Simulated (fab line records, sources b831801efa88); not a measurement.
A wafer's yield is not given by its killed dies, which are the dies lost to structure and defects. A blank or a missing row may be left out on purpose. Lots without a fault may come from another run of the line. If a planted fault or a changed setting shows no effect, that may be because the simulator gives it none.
Which tool did it? || flow sky130 || Sampling: 10 lots, 30 wafers, 3 of 708 route steps

== WHAT THE GAUGES SHOWED, per wafer ==
SKY_METAL2_RS_MEAS_05: uses a four-point probe to measure.
{"lot": "L505", "measured": "day 33 23:16", "on": "film-metro-04", "METAL2_ALCU_RS (ohm/sq)": "0.1259 0.1262 0.1258"}
{"lot": "L508", "measured": "day 35 01:34", "on": "film-metro-01", "METAL2_ALCU_RS (ohm/sq)": "0.1269 0.1292 0.1270"}
{"lot": "L509", "measured": "day 35 05:06", "on": "film-metro-01", "METAL2_ALCU_RS (ohm/sq)": "0.1275 0.1258 0.1267"}
{"lot": "L510", "measured": "day 36 06:41", "on": "film-metro-02", "METAL2_ALCU_RS (ohm/sq)": "0.1269 0.1267 0.1255"}
{"lot": "L511", "measured": "day 36 10:05", "on": "film-metro-02", "METAL2_ALCU_RS (ohm/sq)": "0.1268 0.1248 0.1271"}
{"lot": "L520", "measured": "day 38 23:25", "on": "film-metro-02", "METAL2_ALCU_RS (ohm/sq)": "0.1121 0.1267 0.1115"}
{"lot": "L521", "measured": "day 39 01:27", "on": "film-metro-02", "METAL2_ALCU_RS (ohm/sq)": "0.1260 0.1103 0.1253"}
{"lot": "L524", "measured": "day 39 23:23", "on": "film-metro-04", "METAL2_ALCU_RS (ohm/sq)": "0.1272 0.1282 0.1279"}
{"lot": "L527", "measured": "day 41 00:58", "on": "film-metro-04", "METAL2_ALCU_RS (ohm/sq)": "0.1262 0.1267 0.1269"}
{"lot": "L528", "measured": "day 41 04:32", "on": "film-metro-02", "METAL2_ALCU_RS (ohm/sq)": "0.1262 0.1285 0.1263"}

== WHAT TOOL EACH LOT RAN ON (gives the tool, then ch and the chambers of the sampled wafers, and finally the start) ==
{"lot": "L505", "SKY_VIA1_ETCH_14": "rie-diel-02 ch 0,1, day 33 21:41", "SKY_METAL2_SPUTTER_02": "pvd-sputter-04, day 33 23:05"}
{"lot": "L508", "SKY_VIA1_ETCH_14": "rie-diel-02 ch 0,2,3, day 35 00:07", "SKY_METAL2_SPUTTER_02": "pvd-sputter-03, day 35 01:29"}
{"lot": "L509", "SKY_VIA1_ETCH_14": "rie-diel-04 ch 0,1, day 35 03:38", "SKY_METAL2_SPUTTER_02": "pvd-sputter-03, day 35 05:01"}
{"lot": "L510", "SKY_VIA1_ETCH_14": "rie-diel-04 ch 0,1, day 36 05:14", "SKY_METAL2_SPUTTER_02": "pvd-sputter-04, day 36 06:36"}
{"lot": "L511", "SKY_VIA1_ETCH_14": "rie-diel-04 ch 0,1, day 36 08:37", "SKY_METAL2_SPUTTER_02": "pvd-sputter-04, day 36 09:58"}
{"lot": "L520", "SKY_VIA1_ETCH_14": "rie-diel-04 ch 0,1,2, day 38 21:58", "SKY_METAL2_SPUTTER_02": "pvd-sputter-04, day 38 23:19"}
{"lot": "L521", "SKY_VIA1_ETCH_14": "rie-diel-04 ch 0,2,3, day 38 23:59", "SKY_METAL2_SPUTTER_02": "pvd-sputter-04, day 39 01:22"}
{"lot": "L524", "SKY_VIA1_ETCH_14": "rie-diel-02 ch 1,2,3, day 39 21:56", "SKY_METAL2_SPUTTER_02": "pvd-sputter-01, day 39 23:18"}
{"lot": "L527", "SKY_VIA1_ETCH_14": "rie-diel-04 ch 0,1, day 40 23:28", "SKY_METAL2_SPUTTER_02": "pvd-sputter-03, day 41 00:49"}
{"lot": "L528", "SKY_VIA1_ETCH_14": "rie-diel-03 ch 0,1,3, day 41 03:01", "SKY_METAL2_SPUTTER_02": "pvd-sputter-03, day 41 04:25"}
- SKY_VIA1_ETCH_14: etches BARC in N2/H2, stops on SiO2, time 45.9 s, target depth 60 nm.
- SKY_METAL2_SPUTTER_02: material AlCu, target thk 250 nm, time 13.3 s.

== THE ANSWER, worked out from the rows above alone ==
Rule: what is usual is taken from the lots themselves. The widest of any qualifying gaps counts: lots, ordered by their means at a reading, are off when they make up no more than a third of the lots, leave a main group of 4 or more, and stand apart from it by 3 or more times the standard deviation of that group's means. The tables above print the reading to a certain number of digits; a main group whose means all agree to those digits is not used. Also off: a lot with no number at a reading for which 4 or more lots have one. Where the step has rows for the other lots, those lots are counted as sound.
Off: L520, L521, seen at SKY_METAL2_RS_MEAS_05 (METAL2_ALCU_RS). The main group has a mean of 0.1268 ohm/sq with a standard deviation of 0.00062.
If a tool, at a process step before that reading, ran all the lots that are off and no sound lot after the first of them, it fits. Those tools and the gauges at SKY_METAL2_RS_MEAS_05 are tried in the same way. One fits: SKY_METAL2_SPUTTER_02 on pvd-sputter-04. Its last sound lot is L511 (day 36 09:58), its first lot that is off L520 (day 38 23:19): a fault that began between those two fits.

== WHAT WAS PUT IN BY THE SIMULATOR ==
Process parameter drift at SKY_METAL2_SPUTTER_02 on pvd-sputter-04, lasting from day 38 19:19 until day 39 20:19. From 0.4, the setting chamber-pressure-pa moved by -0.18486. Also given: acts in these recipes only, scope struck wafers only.
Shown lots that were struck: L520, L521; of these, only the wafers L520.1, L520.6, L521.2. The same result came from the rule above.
